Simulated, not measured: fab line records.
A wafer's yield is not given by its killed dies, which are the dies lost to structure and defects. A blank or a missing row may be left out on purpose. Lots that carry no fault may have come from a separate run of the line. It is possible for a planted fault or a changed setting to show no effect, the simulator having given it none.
The tool behind it: which one? :: flow gf180mcu :: 21 wafers from 7 lots sampled at 4 of the route's 602 steps

== WHAT THE GAUGES SHOWED, per wafer ==
GF_M1_RS_MEAS_05: uses a four-point probe to measure.
lot: L772
measured: day 17 06:06
on: film_metro-02
M1_ALCU_RS (ohm/sq): 0.0688 0.0689 0.0699

lot: L777
measured: day 19 06:46
on: film_metro-01
M1_ALCU_RS (ohm/sq): 0.0696 0.0695 0.0699

lot: L784
measured: day 21 23:21
on: film_metro-04
M1_ALCU_RS (ohm/sq): 0.0686 0.0697 0.0686

lot: L786
measured: day 22 14:34
on: film_metro-01
M1_ALCU_RS (ohm/sq): 0.0689 0.0685 0.0681

lot: L788
measured: day 23 02:22
on: film_metro-01
M1_ALCU_RS (ohm/sq): 0.0688 0.0689 0.0693

lot: L790
measured: day 23 20:58
on: film_metro-01
M1_ALCU_RS (ohm/sq): 0.0695 0.0699 0.0696

lot: L792
measured: day 24 05:04
on: film_metro-02
M1_ALCU_RS (ohm/sq): 0.0692 0.0703 0.0701

== TOOL THAT RAN EACH LOT (tool first, then ch and the chambers of the sampled wafers, then the start) ==
lot: L772
GF_HV_LDD_RTA_52: rtp_anneal-02 ch 0, day 13 09:41
GF_CONTACT_SOFTBAKE_10: litho_track-01 ch 0, day 16 16:00
GF_CONTACT_SPUTTER_23: pvd_sputter-03, day 17 05:13

lot: L777
GF_HV_LDD_RTA_52: rtp_anneal-02 ch 0, day 15 04:20
GF_CONTACT_SOFTBAKE_10: litho_track-04 ch 0, day 18 17:00
GF_CONTACT_SPUTTER_23: pvd_sputter-03, day 19 05:55

lot: L784
GF_HV_LDD_RTA_52: rtp_anneal-01 ch 0, day 17 19:18
GF_CONTACT_SOFTBAKE_10: litho_track-03 ch 0, day 21 10:00
GF_CONTACT_SPUTTER_23: pvd_sputter-02, day 21 22:25

lot: L786
GF_HV_LDD_RTA_52: rtp_anneal-01 ch 0, day 18 08:19
GF_CONTACT_SOFTBAKE_10: litho_track-01 ch 0, day 22 00:00
GF_CONTACT_SPUTTER_23: pvd_sputter-03, day 22 13:43

lot: L788
GF_HV_LDD_RTA_52: rtp_anneal-02 ch 0, day 18 21:25
GF_CONTACT_SOFTBAKE_10: litho_track-03 ch 0, day 22 13:00
GF_CONTACT_SPUTTER_23: pvd_sputter-02, day 23 01:31

lot: L790
GF_HV_LDD_RTA_52: rtp_anneal-02 ch 0, day 19 15:28
GF_CONTACT_SOFTBAKE_10: litho_track-03 ch 0, day 23 07:00
GF_CONTACT_SPUTTER_23: pvd_sputter-01, day 23 20:07

lot: L792
GF_HV_LDD_RTA_52: rtp_anneal-02 ch 0, day 20 02:26
GF_CONTACT_SOFTBAKE_10: litho_track-04 ch 0, day 23 16:00
GF_CONTACT_SPUTTER_23: pvd_sputter-03, day 24 04:10
- GF_HV_LDD_RTA_52: time 10 s.
- GF_CONTACT_SOFTBAKE_10: time 60 s.
- GF_CONTACT_SPUTTER_23: material TiN, target thk 10 nm, time 40 s.

== THE ANSWER, worked out from the rows above alone ==
Rule: the usual values come from the lots themselves. The widest of any qualifying gaps counts: lots, ordered by their means at a reading, are off when they make up no more than a third of the lots, leave a main group of 4 or more, and stand apart from it by 3 or more times the standard deviation of that group's means. The tables above print the reading to a certain number of digits; a main group whose means all agree to those digits is not used. A lot without any number at a reading at which 4 lots or more have one is off too. All remaining lots with rows at the step are treated as sound.
None of the lots is off at any reading shown; this tells nothing.

== WHAT HAD BEEN PUT IN BY THE SIMULATOR ==
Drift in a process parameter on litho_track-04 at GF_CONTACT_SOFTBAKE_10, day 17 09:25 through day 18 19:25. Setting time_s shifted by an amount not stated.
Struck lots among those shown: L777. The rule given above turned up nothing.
